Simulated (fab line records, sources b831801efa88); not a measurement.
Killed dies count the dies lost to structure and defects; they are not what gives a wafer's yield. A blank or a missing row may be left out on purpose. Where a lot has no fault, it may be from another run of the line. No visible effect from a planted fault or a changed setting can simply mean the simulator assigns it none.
One fault seen from 2 desks | flow sky130 | each desk holds nothing but its own numbers, with what lay behind them at the end

## FOR THE TOOL OWNER'S DESK: implanter-01
For each lot that ran on this tool, the mean over its sampled wafers that have a number, from the tool's own readings at SKY_LDD_P_IMPLANT_09. Any lot whose mean is over 4 standard deviations away from the usual mean is out of limits and marked OUT; that distance is given in the brackets.
Columns: A = dose_ions_cm2 at SKY_LDD_P_IMPLANT_09, usual 9.998e+12; B = faraday_current_uA at SKY_LDD_P_IMPLANT_09, usual 56.4
lot  | first seen here | A                           | B
L337 | day 19 19:46    | 9.993e+12                   | 57.7
L341 | day 22 11:15    | 9.996e+12                   | 57.2
L347 | day 24 15:34    | 9.993e+12                   | 57.1
L348 | day 25 03:55    | 1.940e+12 (-99 or more) OUT | 10.9 (-41) OUT
L352 | day 26 05:49    | 1.915e+12 (-99 or more) OUT | 11.0 (-41) OUT
This desk finds L348, L352 out of limits, L348 being first, at day 25 03:55 (dose_ions_cm2 at SKY_LDD_P_IMPLANT_09). In limits: L337, L341, L347.

## METROLOGY DESK
Lot by lot, what the gauges showed, no matter which tool ran the lot: averages of those sampled wafers that carry a number. Any lot whose mean is over 4 standard deviations away from the usual mean is out of limits and marked OUT; that distance is given in the brackets.
Columns: A = GATE_OXIDE_OXIDATION_00_THK at SKY_GATE_OXIDE_THK_MEAS_02, usual 10.20 nm; B = cd_nm at SKY_POLY_GATE_CD_MEAS_13, usual 149.9 nm; C = LDD_N_OVL at SKY_LDD_N_OVL_MEAS_07, usual 0.5 nm; D = LDD_P_TW at SKY_LDD_P_TW_MEAS_11, usual 634
lot  | first seen here | A     | B     | C    | D
L335 | day 12 22:57    | 9.99  | 149.6 | 1.9  | 635
L336 | day 13 03:23    | 9.83  | 150.3 | -0.1 | 634
L337 | day 13 10:57    | 10.43 | 147.9 | 2.2  | 640
L338 | day 13 13:05    | 10.19 | 150.6 | 1.3  | 631
L339 | day 14 03:43    | 10.08 | 148.8 | -0.2 | 628
L341 | day 15 16:13    | 10.32 | 148.6 | 2.0  | 635
L343 | day 17 04:16    | 10.21 | 149.9 | 1.8  | 638
L347 | day 18 01:10    | 10.21 | 150.9 | 0.6  | 633
L348 | day 18 11:11    | 10.34 | 151.1 | -0.6 | 383 (-79) OUT
L353 | day 19 12:32    | 10.25 | 151.1 | 0.3  | 631
L352 | day 19 13:57    | 10.28 | 150.4 | 1.1  | 385 (-78) OUT
L354 | day 19 21:34    | 10.01 | 150.4 | 1.9  | 636
L357 | day 20 04:58    | 10.13 | 149.9 | 0.2  | 632
This desk reports L348, L352 out of limits; the earliest was L348 at day 25 04:09 (LDD_P_TW at SKY_LDD_P_TW_MEAS_11). In limits: L335, L336, L337, L338, L339, L341, L343, L347, L353, L354, L357.

## PUT TOGETHER
The tool owner's desk could have raised an alarm at day 25 03:55, on L348, L352.
L348, L352 would have let the metrology desk raise an alarm at day 25 04:09.
SKY_LDD_P_IMPLANT_09 was run on implanter-01 by each of the lots named.

## WHAT WAS PUT IN BY THE SIMULATOR
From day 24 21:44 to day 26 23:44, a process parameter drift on implanter-01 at SKY_LDD_P_IMPLANT_09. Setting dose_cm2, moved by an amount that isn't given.
Lots struck among those shown: L348, L352.
Hours from the fault's start to each desk's first reading out of limits: the tool owner's desk, 6; the metrology desk, 6.
